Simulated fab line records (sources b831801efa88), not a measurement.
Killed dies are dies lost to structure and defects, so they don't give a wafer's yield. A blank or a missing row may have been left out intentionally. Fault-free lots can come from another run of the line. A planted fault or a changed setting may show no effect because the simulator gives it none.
Problem report, 8D (eight disciplines) form, completed by code / flow sky130 / the parts of the form that need people (team, actions taken, sign-off) are left out

## 1. WHAT WENT WRONG
chamber-pressure-pa at SKY_METAL2_SPUTTER_01 reads a mean of 0.3215 Pa on 1 wafer of 1 lot; wafers without a fault read 0.4000 Pa with a standard deviation of 0.00083. Measured from the usual mean, that is -95 standard deviations.
The step: material TiN, target thk 20 nm, time 16.7 s.
First seen on wafer L579.4, day 37 02:11, on pvd-sputter-03. The record holds 15 wafers of 5 lots with a number at this step. Rule for "out", or "out of limits": more than 4 standard deviations from the usual mean. The rest of the wafers with a number are treated as sound.

## 2. WHAT IT IS, WHAT IT ISN'T
question=which readings at this step | is=chamber-pressure-pa | is not=-
question=which lots | is=L579 | is not=L569, L576, L588, L590
question=which wafers of those lots | is=L579.4 | is not=L579.3, L579.5
question=read on which tools | is=pvd-sputter-03 | is not=pvd-sputter-02
question=when | is=from day 37 02:11 | is not=up to then (8 sound wafers); but 6 sound wafers of L588, L590 came after

## 3. THE SUSPECTS, EACH WITH WHAT RULES IT OUT
Counting: any tool at a process step up to the reading remains a suspect provided it ran every lot that is out. Sound lots after the first of them don't rule it out here, since some wafers of a struck lot are sound.
- rie-diel-04 at SKY_VIA1_ETCH_14 (etches BARC in N2/H2, stops on SiO2, time 45.9 s, target depth 60 nm): kept. L579, the lot that is out, went through it at day 37 00:51; up to then, the latest sound lot through it was L569 at day 33 20:04.
- pvd-sputter-04 at SKY_VIA1_SPUTTER_20 (material TiN, target thk 20 nm, time 80 s): kept. L579, the lot that is out, went through it at day 37 01:32; up to then, the latest sound lot through it was L576 at day 36 09:00.
- cvd-w-02 at SKY_VIA1_CVD_21 (deposits W, target thk 270 nm, time 80.902 s): kept. It ran the lot that is out, L579 (day 37 01:37).
- cmp-01 at SKY_VIA1_CMP_24 (polishes, stops on SiO2, t overpolish 15 s, target thk 0 nm): kept. L579, the lot that is out, went through it at day 37 01:52; up to then, the latest sound lot through it was L576 at day 36 09:20.
- pvd-sputter-03 at SKY_METAL2_SPUTTER_01 (material TiN, target thk 20 nm, time 16.7 s): kept. L579, the lot that is out, went through it at day 37 02:11; up to then, the latest sound lot through it was L576 at day 36 09:39. On those wafers its own readings are out: chamber-pressure-pa.
- Within rie-diel-04 at SKY_VIA1_ETCH_14: the wafers that are out ran in chamber 1; their sound lot-mates ran in chambers 0, 2.
- Within cmp-01 at SKY_VIA1_CMP_24: the wafers that are out ran in chamber 3; their sound lot-mates ran in chambers 0, 1.
Left after counting: rie-diel-04 at SKY_VIA1_ETCH_14, pvd-sputter-04 at SKY_VIA1_SPUTTER_20, cvd-w-02 at SKY_VIA1_CVD_21, cmp-01 at SKY_VIA1_CMP_24, pvd-sputter-03 at SKY_METAL2_SPUTTER_01.

## 4. THE CAUSE (what the simulator had put in)
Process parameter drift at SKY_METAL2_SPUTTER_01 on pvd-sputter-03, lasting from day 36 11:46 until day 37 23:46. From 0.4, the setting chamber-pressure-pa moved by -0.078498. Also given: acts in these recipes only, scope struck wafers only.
After counting, 5 suspects remain, this tool included.

## 5. THE CHAIN OF EFFECTS, in route order
Rows list readings where the struck wafers' mean (over those with a number) sits beyond 3 standard deviations from the usual. Only readings for which the record gives a usual standard deviation are gone through. hours: the time from each lot's start at the first step in this table that gives one to its start at this step, as a median over the lots. sigmas: the change in usual standard deviations.
hours=0; step=SKY_METAL2_SPUTTER_01; reading=chamber-pressure-pa; usual=0.4000 Pa; on struck wafers=0.3215; change=-0.0785; sigmas=-95
hours=0; step=SKY_METAL2_SPUTTER_01; reading=throttle-valve-pct; usual=30.2 %; on struck wafers=33.5; change=+3.3; sigmas=+3.0
Here are the process steps it includes:
- SKY_METAL2_SPUTTER_01: material TiN, target thk 20 nm, time 16.7 s.

## 6. WHAT WOULD HAVE CAUGHT IT SOONER
14 hours passed between the start of the fault at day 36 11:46 and the first reading out of limits in this record, taken at day 37 02:11.
